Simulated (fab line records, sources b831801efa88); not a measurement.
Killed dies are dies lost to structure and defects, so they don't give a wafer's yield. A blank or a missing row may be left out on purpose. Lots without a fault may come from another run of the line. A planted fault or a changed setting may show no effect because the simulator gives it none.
fab line records | flow gf180mcu
record lots=15 wafers=45 last_day=34
route steps=602 shown V3@455 M4@461 V4@488
lots that met no fault: from a run of the same line without faults
start_h: hours from the record's first day to the start of the lot's first wafer shown | wait_h: hours since the lot's step before | " the same as in the row above | L1.1+2: a row that stands for several wafers | - no value, or no start given | * or withheld: withheld | < > ~ a bound
route shown NAME@n: a module of which the file shows steps, and the number in the route of the first | usual: mean/standard deviation of fault-free wafers | same: alike in all rows | chamber/n: place in a boat | sites: the reading at each site | _std_site: their standard deviation | _edge_site: outer sites' mean less inner sites' | radius_mm: how far each site lies from the wafer's centre | mask NAME#n: copy n | behind: the tool/chamber that last shaped the wafer | hold: why the lot was held/for how many hours/how that ended | device: the transistor (n, p or np) that didn't switch | end of line: the same wafers' tests at the end of the route | a step without rows: its recipe alone | killed: dies lost to structure and defects at the first sort, not the wafer's yield | map: a wafer's dies, x killed, . not, _ none there
set.NAME: the setting as run; set.NAME@STEP: as run at that earlier step | model.NAME: the simulator's own value behind a step, which no gauge read
steps of the route over a sample of lots; a table a step, a row a wafer
services: from which hour (start_h, from the record's first day; less than 0 if before it) a tool's chamber was out of use, for how many hours, and why
## steps
# step GF_V3_CMP_26
# recipe stop_on=SiO2 down_force_psi=3.5 platen_rpm=60 t_overpolish_s=15 target_thk_nm=0 pad_velocity_m_s=0.94248
# usual motor_current_A=10.4/1.3 overpolish_run_s=15.000/0.0099 slurry_filter_dp_kPa=13.51/0.15 time_to_endpoint_s=84/4.3
# columns lot.wafer tool chamber start_h wait_h motor_current_A overpolish_run_s slurry_filter_dp_kPa time_to_endpoint_s
L528.2 cmp-02 0 515.95 0.1 12.2 14.987 13.51 85
L528.1 " 2 " " 9.4 15.008 13.70 91
L528.6 " 3 " " 9.2 15.001 13.47 88
L529.2 cmp-02 1 528.24 0.0 12.1 15.000 13.32 81
L529.4 " 2 " " 9.2 15.023 13.33 88
L529.3 " 3 " " 9.9 15.006 13.54 92
L530.3 cmp-02 3 532.68 0.5 9.4 14.993 13.22 91
L530.5 " 0 " " 12.4 15.022 13.61 86
L530.6 " 1 " " 12.0 14.995 13.47 82
L531.2 cmp-01 0 544.89 0.0 11.0 14.977 13.32 85
L531.1 " 2 " " 9.1 15.011 13.45 83
L531.3 " 3 " " 9.5 14.996 13.57 86
L532.3 cmp-02 0 550.75 0.0 12.3 15.014 13.33 82
L532.1 " 3 " " 10.1 14.985 13.40 89
L532.5 " 0 " " 11.8 14.997 13.51 82
L536.3 cmp-02 3 581.02 0.0 9.7 15.015 13.60 88
L536.1 " 2 " " 8.6 15.007 13.79 86
L536.5 " 0 " " 12.3 14.991 13.30 84
L537.3 cmp-02 1 590.06 0.0 12.1 15.003 13.54 77
L537.4 " 3 " " 10.0 14.996 13.57 87
L537.2 " 0 " " 12.7 15.004 13.39 85
L539.4 cmp-01 3 606.86 0.1 10.2 15.013 13.37 78
L539.1 " 0 " " 11.8 15.005 13.54 84
L539.6 " 3 " " 9.3 15.000 13.37 75
L541.3 cmp-01 1 621.74 0.0 9.3 15.009 13.37 86
L541.1 " 2 " " 9.1 15.001 13.56 78
L541.2 " 0 " " 11.3 14.984 13.57 80
L544.2 cmp-02 1 647.64 0.1 11.5 15.005 13.73 81
L544.3 " 2 " " 9.5 15.020 13.32 85
L544.6 " 0 " " 12.3 14.987 13.67 80
L545.3 cmp-02 2 667.06 0.0 8.8 14.993 13.70 84
L545.2 " 3 " " 9.6 15.004 13.37 92
L545.1 " 1 " " 12.3 15.004 13.65 82
L548.3 cmp-01 1 676.69 0.0 8.8 14.999 13.48 83
L548.4 " 3 " " 10.3 14.987 13.54 74
L548.6 " 1 " " 8.7 14.992 13.46 80
L549.3 cmp-02 2 682.16 0.0 8.8 14.994 13.90 91
L549.2 " 0 " " 11.7 15.001 13.54 83
L549.1 " 1 " " 12.3 14.997 13.65 82
L551.2 cmp-02 3 691.69 0.0 9.4 14.993 13.22 90
L551.4 " 1 " " 12.3 15.008 13.65 82
L551.6 " 3 " " 9.7 14.988 13.42 93
L550.2 cmp-01 3 693.75 0.1 9.5 14.996 13.64 81
L550.4 " 0 " " 10.7 15.007 13.64 84
L550.5 " 1 " " 8.8 15.006 13.39 85
# step GF_M4_RS_MEAS_05
# recipe thk_meas_gauge=four-point-probe reads=TiN_of_M4_SPUTTER_04+Ti_of_M4_SPUTTER_03+AlCu_of_M4_SPUTTER_02+TiN_of_M4_SPUTTER_01+Ti_of_M4_SPUTTER_00
# usual M4_ALCU_RS=0.0689/0.00088
# columns lot.wafer tool chamber start_h wait_h M4_ALCU_RS[ohm/sq]
L528.1 film_metro-04 - 516.42 0.0 0.0696
L528.2 " - " " 0.0696
L528.6 " - " " 0.0695
L529.2 film_metro-02 - 528.79 0.0 0.0692
L529.3 " - " " 0.0680
L529.4 " - " " 0.0688
L530.3 film_metro-04 - 533.10 0.1 0.0681
L530.5 " - " " 0.0686
L530.6 " - " " 0.0675
L531.1 film_metro-03 - 545.41 0.0 0.0677
L531.2 " - " " 0.0678
L531.3 " - " " 0.0689
L532.1 film_metro-04 - 551.27 0.0 0.0687
L532.3 " - " " 0.0683
L532.5 " - " " 0.0693
L536.1 film_metro-02 - 581.55 0.0 0.0682
L536.3 " - " " 0.0690
L536.5 " - " " 0.0687
L537.2 film_metro-04 - 590.60 0.0 0.0686
L537.3 " - " " 0.0685
L537.4 " - " " 0.0690
L539.1 film_metro-02 - 607.33 0.0 0.0687
L539.4 " - " " 0.0690
L539.6 " - " " 0.0696
L541.1 film_metro-04 - 622.26 0.0 0.0702
L541.2 " - " " 0.0699
L541.3 " - " " 0.0695
L544.2 film_metro-04 - 648.13 0.0 0.0691
L544.3 " - " " 0.0694
L544.6 " - " " 0.0691
L545.1 film_metro-03 - 667.58 0.0 0.0681
L545.2 " - " " 0.0671
L545.3 " - " " 0.0676
L548.3 film_metro-02 - 677.25 0.1 0.0692
L548.4 " - " " 0.0685
L548.6 " - " " 0.0689
L549.1 film_metro-04 - 682.68 0.0 0.0686
L549.2 " - " " 0.0689
L549.3 " - " " 0.0682
L551.2 film_metro-04 - 692.23 0.0 0.0697
L551.4 " - " " 0.0689
L551.6 " - " " 0.0694
L550.2 film_metro-02 - 694.19 0.0 0.0695
L550.4 " - " " 0.0688
L550.5 " - " " 0.0694
# step GF_V4_PEB_12
# recipe peb_temp_c=135 peb_time_s=90 resist=KrF
# usual chill_plate_temp_C=23.00/0.1 exhaust_pa=44.9/0.89 heater_power_total_W=85.68/0.084 resist_line_temp_C=23.01/0.11
# columns lot.wafer tool chamber start_h wait_h chill_plate_temp_C exhaust_pa heater_power_total_W resist_line_temp_C
L528.1 litho_track-01 0 562.60 - 22.82 43.3 85.67 22.88
L528.2 " 0 " " 22.91 42.9 85.79 22.89
L528.6 " 0 " " 22.92 43.3 85.68 22.76
L529.2 litho_track-03 0 574.74 - 23.05 43.7 85.59 23.04
L529.3 " 0 " " 22.99 44.0 85.65 22.90
L529.4 " 0 " " 23.12 44.0 85.73 23.02
L530.3 litho_track-03 0 577.67 - 22.92 44.3 85.68 22.86
L530.5 " 0 " " 23.08 44.4 85.70 23.06
L530.6 " 0 " " 22.98 43.7 85.73 22.94
L531.1 litho_track-03 0 589.10 - 22.86 45.3 85.73 23.21
L531.2 " 0 " " 22.99 44.3 85.66 23.05
L531.3 " 0 " " 22.87 44.0 85.79 23.06
L532.1 litho_track-04 0 594.98 - 23.03 43.0 85.62 23.03
L532.3 " 0 " " 23.09 43.5 85.75 23.09
L532.5 " 0 " " 22.84 43.5 85.62 22.90
L536.1 litho_track-03 0 625.15 - 23.09 44.4 85.52 22.88
L536.3 " 0 " " 23.15 45.7 85.73 22.91
L536.5 " 0 " " 23.06 45.5 85.80 22.99
L537.2 litho_track-04 0 633.81 - 23.29 46.0 85.71 23.13
L537.3 " 0 " " 23.18 44.4 85.71 23.16
L537.4 " 0 " " 23.20 44.2 85.58 23.21
L539.1 litho_track-01 0 649.50 - 22.97 45.8 85.63 22.88
L539.4 " 0 " " 23.03 45.4 85.69 22.80
L539.6 " 0 " " 23.20 44.8 85.70 22.73
L541.1 litho_track-03 0 662.90 - 22.89 44.8 85.69 23.22
L541.2 " 0 " " 23.00 47.0 85.62 23.22
L541.3 " 0 " " 22.87 46.3 85.63 23.12
L544.2 litho_track-04 0 687.21 - 23.11 44.8 85.57 22.94
L544.3 " 0 " " 22.94 45.1 85.53 22.95
L544.6 " 0 " " 23.10 46.3 85.72 22.91
L545.1 litho_track-01 0 705.85 - 22.97 45.7 85.66 22.92
L545.2 " 0 " " 23.14 44.2 85.65 23.08
L545.3 " 0 " " 22.87 46.1 85.59 22.85
L548.3 litho_track-03 - 715.27 - - - - -
L548.4 " - " " - - - -
L548.6 " - " " - - - -
L549.1 litho_track-04 - 719.48 - - - - -
L549.2 " - " " - - - -
L549.3 " - " " - - - -
L551.2 litho_track-01 - 729.43 - - - - -
L551.4 " - " " - - - -
L551.6 " - " " - - - -
L550.2 litho_track-01 0 731.13 - 23.12 44.4 85.75 23.10
L550.4 " 0 " " 23.00 44.9 85.76 22.80
L550.5 " 0 " " 23.05 44.1 85.56 23.11
## services
# columns tool chamber start_h hours kind
cmp-01 - 494.53 3.4 repair
cmp-02 - 572.00 4.0 pm
cmp-02 - 576.00 - consumable_replace:conditioner
cmp-02 - 576.00 - consumable_replace:pad
cmp-02 - 694.22 1.2 repair
## key
first_sign step=GF_V4_PEB_12 reading=tool_record direction=missing
effect none on later readings
met_at GF_V4_PEB_12
struck_lots L548,L549,L551
later_rows_left_out L548.3,L548.4,L548.6,L549.1,L549.2,L549.3,L551.2,L551.4,L551.6
sort_left_out L548.3,L548.4,L548.6,L549.1,L549.2,L549.3,L551.2,L551.4,L551.6
not_acting_at GF_V3_CMP_26,GF_M4_RS_MEAS_05
onset_between 705.85 715.27
fault kind=skipped_step_whole tool=litho_track-01,litho_track-03,litho_track-04 chamber=- onset_h=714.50 steps=GF_V4_PEB_12 scope=struck_lots_only
# sort_left_out: the simulated sort isn't trusted on such a fault, so these wafers' sort isn't shown, and their yield isn't known
# later_rows_left_out: the simulator's readings of these wafers behind a module that went badly wrong aren't trusted and aren't shown, but for the sort
